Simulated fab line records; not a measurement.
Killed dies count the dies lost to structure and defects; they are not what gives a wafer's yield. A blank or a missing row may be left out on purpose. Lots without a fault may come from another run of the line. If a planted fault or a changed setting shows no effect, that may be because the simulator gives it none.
Comparing a struck lot with a sound one | flow sky130 | 22 out of 708 route steps
Sound: the wafers L229.1, L229.5, L229.6. Struck: wafers L234.1, L234.2, L234.3. The cause is named last.
Order at every step that has rows: each side's tool, ch and its chambers, its first start. Under that, the readings that differ: sound wafers | struck wafers | difference of the means | sigmas: that difference in standard deviations of wafers without a fault.
alike: a reading whose means differ by less than 2 such deviations, as well as words and numbers matching on both sides. not compared: withheld readings; readings where some wafer has no value; bounds like >300 that might hide an equal value; numbers whose values overlap and for which the record gives no deviation.
Wherever a step has rows on one side only, a row that says differs or no value, or a row with sigmas, the two part there. Numbers that have no deviation but don't overlap get no sigmas and don't part them. A reading that every wafer of one side lacks parts them only if that side has two wafers or more.

first, 8 steps without rows for these wafers: SKY_DNWELL_DEHYDRATE_00 (time 60 s); SKY_DNWELL_HMDS_01 (prime time 60 s); SKY_DNWELL_COAT_02 (resist thk 3000 nm); SKY_DNWELL_SOFTBAKE_03; SKY_DNWELL_EXPOSE_04 (exposes mask DNM, target cd 3000 nm); SKY_DNWELL_PEB_05; SKY_DNWELL_DEVELOP_06 (develop time 60 s); SKY_DNWELL_IMPLANT_07.
SKY_DNWELL_STRIP_08: strips in O2/N2.
  sound on plasmaAsher-03 ch 0,1, day 4 02:48; struck on plasmaAsher-04 ch 0,1, day 5 05:16
  alike: drypumpMotorCurrentA, oesProductAu, stripTimeToEndpointS
  not compared: rfHoursCounterH
SKY_DNWELL_TW_MEAS_09:
  sound on filmMetro-01 at day 4 02:54; struck on filmMetro-03 at day 5 05:22
  alike: DNWELL_TW
then, 2 steps without rows for these wafers: SKY_PWDE_DEHYDRATE_00 (time 60 s); SKY_PWDE_HMDS_01 (prime time 60 s).
SKY_PWDE_COAT_02: resist thk 3000 nm.
  sound on lithoTrack-03 ch 0, day 4 10:07; struck on lithoTrack-03 ch 0, day 5 14:25
reading                               | sound             | struck            | difference | sigmas
resistLineTempC (C)                   | 22.72 22.93 22.82 | 23.05 22.98 23.14 | +0.23      | +2
model.coat_of_PWDE_COAT_02.thkNm (nm) | 3001 3004 3003    | 3040 3041 3042    | +38        | 
then, 3 steps without rows for these wafers: SKY_PWDE_SOFTBAKE_03; SKY_PWDE_EXPOSE_04 (exposes mask PWDEM, target cd 840 nm); SKY_PWDE_PEB_05.
SKY_PWDE_DEVELOP_06: develop time 60 s.
  sound: lithoTrack-03 ch 0; struck: lithoTrack-01 ch 0
reading                               | sound          | struck         | difference | sigmas
model.coat_of_PWDE_COAT_02.thkNm (nm) | 2997 3000 2999 | 3036 3036 3038 | +38        | 
  alike: resistLineTempC
SKY_PWDE_OVL_MEAS_07:
  sound on overlay-02 at day 4 18:52; struck on overlay-02 at day 5 22:48
  alike: PWDE_OVL
next, for these wafers, 1 step has no rows: SKY_PWDE_IMPLANT_08.
SKY_PWDE_STRIP_09: strips in O2/N2.
  sound on plasmaAsher-03 ch 0,1, day 4 19:04; struck on plasmaAsher-04 ch 0,1, day 5 22:59
reading                  | sound             | struck            | difference | sigmas
stripTimeToEndpointS (s) | 36.92 36.97 36.94 | 37.39 37.39 37.41 | +0.45      | +4
  alike: drypumpMotorCurrentA, oesProductAu
  not compared: rfHoursCounterH
SKY_PWDE_TW_MEAS_10:
  sound on filmMetro-03 at day 4 19:10; struck on filmMetro-01 at day 5 23:05
  alike: PWDE_TW
-- the record jumps here: 42 days lie between the struck wafers' starts before and after (it left off in module PWDE and takes up again in module PAD_OPEN, whose first step shown is number 708 of the route) --
SKY_PAD_OPEN_PROBE_99:
  sound on prober-02 at day 46 23:08; struck on prober-02 at day 48 01:44
  alike: killed_at_M0_to_M3, killed_at_M4_up, killedAtContacts, killedAtFrontEnd, killedAtOther, killedDies, killedOpen, killedShort

## WHERE THEY PART
At SKY_PWDE_COAT_02 first; at SKY_PWDE_STRIP_09 last (within this record only). Later steps at which nothing parts them and some readings are alike: SKY_PWDE_TW_MEAS_10, SKY_PAD_OPEN_PROBE_99.

WHY: what had been put in by the simulator
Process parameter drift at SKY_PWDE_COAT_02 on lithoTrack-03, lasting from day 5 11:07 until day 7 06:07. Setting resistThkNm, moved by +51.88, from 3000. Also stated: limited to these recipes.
